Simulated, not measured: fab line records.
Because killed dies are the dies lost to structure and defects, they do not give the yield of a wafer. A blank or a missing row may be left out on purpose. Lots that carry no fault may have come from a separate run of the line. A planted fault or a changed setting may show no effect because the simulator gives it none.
Comparing a struck lot with a sound one -- flow sfq_line -- 17 out of 325 route steps
Sound: the wafers L887.2, L887.4, L887.6. Struck: wafers L894.3, L894.4, L894.6. The cause is given at the end.
At each step with rows: each side's tool, then ch and its chambers, then its first start. Under that, the readings that differ: sound wafers -- struck wafers -- difference of the means -- sigmas: that difference in standard deviations of wafers without a fault.
alike: same words and numbers on both sides, and readings whose means sit less than 2 such deviations apart. not compared: any withheld reading, any reading some wafer has no value for, any bound like >300 that may hide the same value, and any number with overlapping values for which the record gives no deviation.
The two part at a step that has a row with sigmas, a row that says differs or no value, or rows on one side only. Numbers that don't overlap but have no deviation are shown without sigmas and don't part them. Lack of a reading on every wafer of one side parts them only where that side has two or more wafers.

first, 2 steps without rows for these wafers: SFQ_TRILAYER_JJ_CE_LITHO_PEB_117 (peb time 60 s); SFQ_TRILAYER_JJ_CE_LITHO_DEVELOP_116 (time 60 s).
SFQ_JJ_OVL_MEAS_931:
  sound on overlay-01 at day 52 03:52; struck on overlay-01 at day 55 04:23
  alike: J5_OVL
SFQ_TRILAYER_JJ_CE_METRO_MEASURE_117:
  sound on cd_sem-02 at day 52 04:05; struck on cd_sem-02 at day 55 04:49
  alike: cd_nm
SFQ_TRILAYER_JJ_CE_BARC_OPEN_RIE_150: chemistry O2, target BARC, target depth 240 nm, time 80 s.
  sound on rie_metal-02 ch 0,1, day 52 05:05; struck on rie_metal-02 ch 0,1, day 55 05:38
  alike: bias_w, drypump_motor_current_A, oes_product_au
  not compared: rf_hours_counter_h
SFQ_TRILAYER_JJ_CE_ETCH_RIE_118: chemistry SF6, target Nb, stops on Al2O3, time 97.7 s, target depth 170 nm.
  sound on rie_metal-02 ch 0,1, day 52 05:11; struck on rie_metal-02 ch 0,1, day 55 05:44
  alike: bias_w, drypump_motor_current_A, oes_product_au
  not compared: rf_hours_counter_h
next, for these wafers, 1 step has no rows: SFQ_TRILAYER_JJ_ANODIZE_ANODIZE_119.
SFQ_TRILAYER_JJ_CE_STRIP_STRIP_120: strips in O2.
  sound on rie_metal-04 ch 0, day 52 05:47; struck on rie_metal-02 ch 0,1, day 55 06:31
  alike: drypump_motor_current_A, oes_product_au
  not compared: rf_hours_counter_h
then, 4 steps without rows for these wafers: SFQ_TRILAYER_JJ_CE_STRIP_SOLV_CLEAN_121 (cleans in NMP, time 600 s); SFQ_TRILAYER_M5_LITHO_COAT_128 (resist thk 62 nm); SFQ_TRILAYER_M5_LITHO_COAT_123 (resist thk 600 nm); SFQ_TRILAYER_M5_LITHO_SOFTBAKE_127.
SFQ_TRILAYER_M5_LITHO_EXPOSE_124: exposes mask M5, target cd 700 nm.
  sound on krf_scanner-01 ch 0, day 52 09:40; struck on krf_scanner-01 ch 0, day 55 17:44
reading,sound,struck,difference,sigmas
model.M5.overlay_x_nm (nm),-0.03535 -0.03535 -0.03535,131.4 131.4 131.4,+131.4,
  alike: mask
then, 2 steps without rows for these wafers: SFQ_TRILAYER_M5_LITHO_PEB_126 (peb time 60 s); SFQ_TRILAYER_M5_LITHO_DEVELOP_125 (time 60 s).
SFQ_M5_OVL_MEAS_932:
  sound on overlay-02 at day 52 10:59; struck on overlay-02 at day 55 18:51
reading,sound,struck,difference,sigmas
M5_OVL (nm),-10 -1 -3,132 124 136,+135,+25
SFQ_TRILAYER_M5_BARC_OPEN_METAL_ETCH_161: etches BARC in O2, target depth 125 nm, time 41.7 s.
  sound on rie_metal-01 ch 0,1, day 52 11:01; struck on rie_metal-01 ch 0,1, day 55 18:53
  alike: bias_w, drypump_motor_current_A, oes_product_au
  not compared: rf_hours_counter_h

== WHERE THEY PART ==
Only at SFQ_M5_OVL_MEAS_932, within this record. Later steps at which nothing parts them and some readings are alike: SFQ_TRILAYER_M5_BARC_OPEN_METAL_ETCH_161.

WHY: what had been put in by the simulator
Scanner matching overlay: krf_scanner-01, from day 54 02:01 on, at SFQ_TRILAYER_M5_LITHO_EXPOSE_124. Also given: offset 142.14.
